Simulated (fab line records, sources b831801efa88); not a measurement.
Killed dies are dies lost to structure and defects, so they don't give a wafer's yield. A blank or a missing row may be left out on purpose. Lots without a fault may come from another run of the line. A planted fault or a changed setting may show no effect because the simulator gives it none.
Which tool did it? | flow gf180mcu | 11 lots, 33 wafers sampled, at 6 steps of a route of 602

WHAT THE GAUGES READ, wafer by wafer
GF_M2_RS_MEAS_05: measures by four-point-probe. Usual: M2_ALCU_RS 0.0693 ohm/sq, standard deviation 0.00072.
lot  | measured     | on            | M2_ALCU_RS (ohm/sq)  | flag
L413 | day 19 02:01 | film_metro-03 | 0.0696 0.0697 0.0699 |
L415 | day 19 19:57 | film_metro-03 | 0.0693 0.0688 0.0692 |
L416 | day 20 06:53 | film_metro-02 | 0.0697 0.0706 0.0692 |
L417 | day 20 23:39 | film_metro-02 | 0.0680 0.0684 0.0696 |
L418 | day 21 05:08 | film_metro-02 | 0.0683 0.0692 0.0687 |
L421 | day 21 23:59 | film_metro-02 | 0.0698 0.0699 0.0696 |
L423 | day 22 15:42 | film_metro-01 | 0.0690 0.0688 0.0690 |
L426 | day 23 16:53 | film_metro-03 | 7.0190 7.0529 7.0288 | OFF
L427 | day 23 23:44 | film_metro-03 | 7.0930 7.1266 7.0925 | OFF
L434 | day 26 04:11 | film_metro-02 | 0.0708 0.0687 0.0683 |
L435 | day 26 11:13 | film_metro-01 | 0.0691 0.0703 0.0711 |

GF_M2_THK_MEAS_06: measures by xrf. Usual: M2_ALCU_THK 454 nm, standard deviation 6.
lot  | measured     | on            | M2_ALCU_THK (nm) | flag
L413 | day 19 02:07 | film_metro-03 | 445 444 446      |
L415 | day 19 20:04 | film_metro-03 | 450 453 450      |
L416 | day 20 06:59 | film_metro-02 | 453 447 458      |
L417 | day 20 23:46 | film_metro-02 | 469 464 456      |
L418 | day 21 05:14 | film_metro-02 | 464 457 462      |
L421 | day 22 00:06 | film_metro-02 | 456 457 456      |
L423 | day 22 15:49 | film_metro-01 | 462 463 462      |
L426 | day 23 16:59 | film_metro-03 | <0 <0 <0         | OFF
L427 | day 23 23:51 | film_metro-03 | <0 <0 <0         | OFF
L434 | day 26 04:17 | film_metro-02 | 449 460 464      |
L435 | day 26 11:20 | film_metro-01 | 457 447 442      |

WHICH TOOL RAN EACH LOT (tool, then ch and the chambers of the sampled wafers, then the start)
lot  | GF_V1_CVD_02                    | GF_V1_ETCH_17                                 | GF_M2_SPUTTER_02             | GF_M2_SPUTTER_04
L413 | pecvd-03 ch 0,1, day 18 00:12   | rie_diel-03 ch 1,2,3, day 19 01:53 or earlier | pvd_sputter-03, day 19 01:53 | pvd_sputter-03, day 19 01:56
L415 | pecvd-02 ch 0,1, day 18 13:46   | rie_diel-03 ch 2,3, day 19 19:50 or earlier   | pvd_sputter-03, day 19 19:50 | pvd_sputter-03, day 19 19:53
L416 | pecvd-01 ch 0,2, day 19 03:52   | rie_diel-01 ch 0,1,3, day 20 06:45 or earlier | pvd_sputter-04, day 20 06:45 | pvd_sputter-04, day 20 06:48
L417 | pecvd-02 ch 0,1, day 19 20:12   | rie_diel-03 ch 0,1,3, day 20 23:32 or earlier | pvd_sputter-02, day 20 23:32 | pvd_sputter-02, day 20 23:35
L418 | pecvd-03 ch 1,2, day 20 02:36   | rie_diel-03 ch 0,2,3, day 21 05:01 or earlier | pvd_sputter-03, day 21 05:01 | pvd_sputter-03, day 21 05:04
L421 | pecvd-02 ch 0,1,2, day 20 21:44 | rie_diel-03 ch 1,2,3, day 21 23:53 or earlier | pvd_sputter-03, day 21 23:53 | pvd_sputter-03, day 21 23:56
L423 | pecvd-01 ch 0,1,2, day 21 13:14 | rie_diel-03 ch 0,1, day 22 15:37 or earlier   | pvd_sputter-04, day 22 15:37 | pvd_sputter-04, day 22 15:40
L426 | pecvd-02 ch 0,1,2, day 22 15:07 | rie_diel-04 ch 0,1,2, day 23 16:46 or earlier | pvd_sputter-03, day 23 16:46 | pvd_sputter-03, day 23 16:49
L427 | pecvd-02 ch 0,1, day 22 22:26   | rie_diel-04 ch 1,2,3, day 23 23:38 or earlier | pvd_sputter-03, day 23 23:38 | pvd_sputter-03, day 23 23:41
L434 | pecvd-02 ch 0,1, day 25 04:19   | rie_diel-04 ch 0,2,3, day 26 04:04 or earlier | pvd_sputter-02, day 26 04:04 | pvd_sputter-02, day 26 04:07
L435 | pecvd-03 ch 0,1,2, day 25 12:29 | rie_diel-04 ch 0,2,3, day 26 11:07 or earlier | pvd_sputter-04, day 26 11:07 | pvd_sputter-04, day 26 11:10
- GF_V1_CVD_02: deposits SiO2 from TEOS, target thk 850 nm, time 94.851 s.
- GF_V1_ETCH_17: etches SiO2 in C4F8/O2/Ar, stops on TiN, target depth 630 nm.
- GF_M2_SPUTTER_02: material AlCu, target thk 450 nm, time 23.9 s.
- GF_M2_SPUTTER_04: material TiN, target thk 50 nm, time 41.7 s.

WHAT THE TOOLS THEMSELVES READ (means of the sampled wafers that have a number; where no wafer has one, the mark that the record gives instead)
GF_V1_CVD_02. Usual: heater_power_w 695 W, standard deviation 74.
lot  | tool     | heater_power_w (W) | flag
L413 | pecvd-03 | 720                |
L415 | pecvd-02 | 719                |
L416 | pecvd-01 | 594                |
L417 | pecvd-02 | 736                |
L418 | pecvd-03 | 733                |
L421 | pecvd-02 | 680                |
L423 | pecvd-01 | 604                |
L426 | pecvd-02 | 703                |
L427 | pecvd-02 | 728                |
L434 | pecvd-02 | 682                |
L435 | pecvd-03 | 788                |

GF_V1_ETCH_17. Usual: oes_product_au 0.856 a.u., standard deviation 0.0048.
lot  | tool        | oes_product_au (a.u.) | flag
L413 | rie_diel-03 | 0.857                 |
L415 | rie_diel-03 | 0.852                 |
L416 | rie_diel-01 | 0.858                 |
L417 | rie_diel-03 | 0.858                 |
L418 | rie_diel-03 | 0.858                 |
L421 | rie_diel-03 | 0.849                 |
L423 | rie_diel-03 | 0.855                 |
L426 | rie_diel-04 | 0.852                 |
L427 | rie_diel-04 | 0.856                 |
L434 | rie_diel-04 | 0.856                 |
L435 | rie_diel-04 | 0.861                 |

GF_M2_SPUTTER_02. Usual: cathode_dc_power_W 10600 W, standard deviation 1.9; chamber_pressure_pa 0.3999 Pa, standard deviation 0.00078; throttle_valve_pct 29.5 %, standard deviation 1.2.
lot  | tool           | cathode_dc_power_W (W) | chamber_pressure_pa (Pa) | throttle_valve_pct (%) | flag
L413 | pvd_sputter-03 | 10600                  | 0.3997                   | 30.6                   |
L415 | pvd_sputter-03 | 10600                  | 0.4005                   | 30.6                   |
L416 | pvd_sputter-04 | 10600                  | 0.4000                   | 27.6                   |
L417 | pvd_sputter-02 | 10599                  | 0.4001                   | 30.0                   |
L418 | pvd_sputter-03 | 10599                  | 0.3988                   | 30.1                   |
L421 | pvd_sputter-03 | 10601                  | 0.4001                   | 30.5                   |
L423 | pvd_sputter-04 | 10600                  | 0.4002                   | 28.7                   |
L426 | pvd_sputter-03 | -                      | -                        | -                      | OFF
L427 | pvd_sputter-03 | -                      | -                        | -                      | OFF
L434 | pvd_sputter-02 | 10599                  | 0.4008                   | 30.0                   |
L435 | pvd_sputter-04 | 10598                  | 0.4000                   | 29.9                   |

GF_M2_SPUTTER_04. Usual: cathode_dc_power_W 6500.0 W, standard deviation 1.2; chamber_pressure_pa 0.3999 Pa, standard deviation 0.00074; throttle_valve_pct 29.5 %, standard deviation 1.2.
lot  | tool           | cathode_dc_power_W (W) | chamber_pressure_pa (Pa) | throttle_valve_pct (%) | flag
L413 | pvd_sputter-03 | 6500.0                 | 0.3999                   | 30.5                   |
L415 | pvd_sputter-03 | 6499.7                 | 0.4000                   | 30.5                   |
L416 | pvd_sputter-04 | 6499.8                 | 0.4003                   | 27.7                   |
L417 | pvd_sputter-02 | 6500.4                 | 0.3998                   | 30.0                   |
L418 | pvd_sputter-03 | 6499.8                 | 0.3996                   | 29.9                   |
L421 | pvd_sputter-03 | 6498.8                 | 0.4000                   | 30.6                   |
L423 | pvd_sputter-04 | 6501.0                 | 0.3994                   | 28.8                   |
L426 | pvd_sputter-03 | 6499.0                 | 0.3995                   | 30.5                   |
L427 | pvd_sputter-03 | 6500.2                 | 0.4005                   | 30.4                   |
L434 | pvd_sputter-02 | 6499.1                 | 0.4000                   | 30.1                   |
L435 | pvd_sputter-04 | 6499.5                 | 0.3997                   | 29.9                   |

THE ANSWER, worked out from the rows above alone
Rule: a lot is off if the mean of its wafers that have a number lies more than 3 standard deviations from the usual mean. A lot without any number at a reading at which 4 lots or more have one is off too. The other lots that the step has rows for count as sound. The gauges are gone through in route order, then the tools' own readings, and for those a lot's mean is taken as printed above. The first step at which some lot is off is used, and at that step the reading that is off furthest; a lot without a number counts as furthest.
Off: L426, L427, at GF_M2_RS_MEAS_05 (M2_ALCU_RS).
A tool fits if, at a process step before that reading, it ran every lot that is off, and no sound lot after the first of them. The gauges at GF_M2_RS_MEAS_05 aren't tried: what is off there is off at GF_M2_SPUTTER_02 too, on other tools, and a gauge's error can't cause that. GF_V1_ETCH_17 gives no start for some lots, so the hours and the order of its lots are those of GF_M2_SPUTTER_02. One fits: pvd_sputter-03 at GF_M2_SPUTTER_02 and GF_M2_SPUTTER_04. At GF_M2_SPUTTER_02 its last sound lot is L421 (day 21 23:53), its first lot that is off L426 (day 23 16:46): a fault that began between those two fits.
Blank at GF_M2_SPUTTER_02 on the lots that are off, where sound lots have numbers: cathode_dc_power_W, chamber_pressure_pa, throttle_valve_pct.

WHAT THE SIMULATOR HAD PUT IN
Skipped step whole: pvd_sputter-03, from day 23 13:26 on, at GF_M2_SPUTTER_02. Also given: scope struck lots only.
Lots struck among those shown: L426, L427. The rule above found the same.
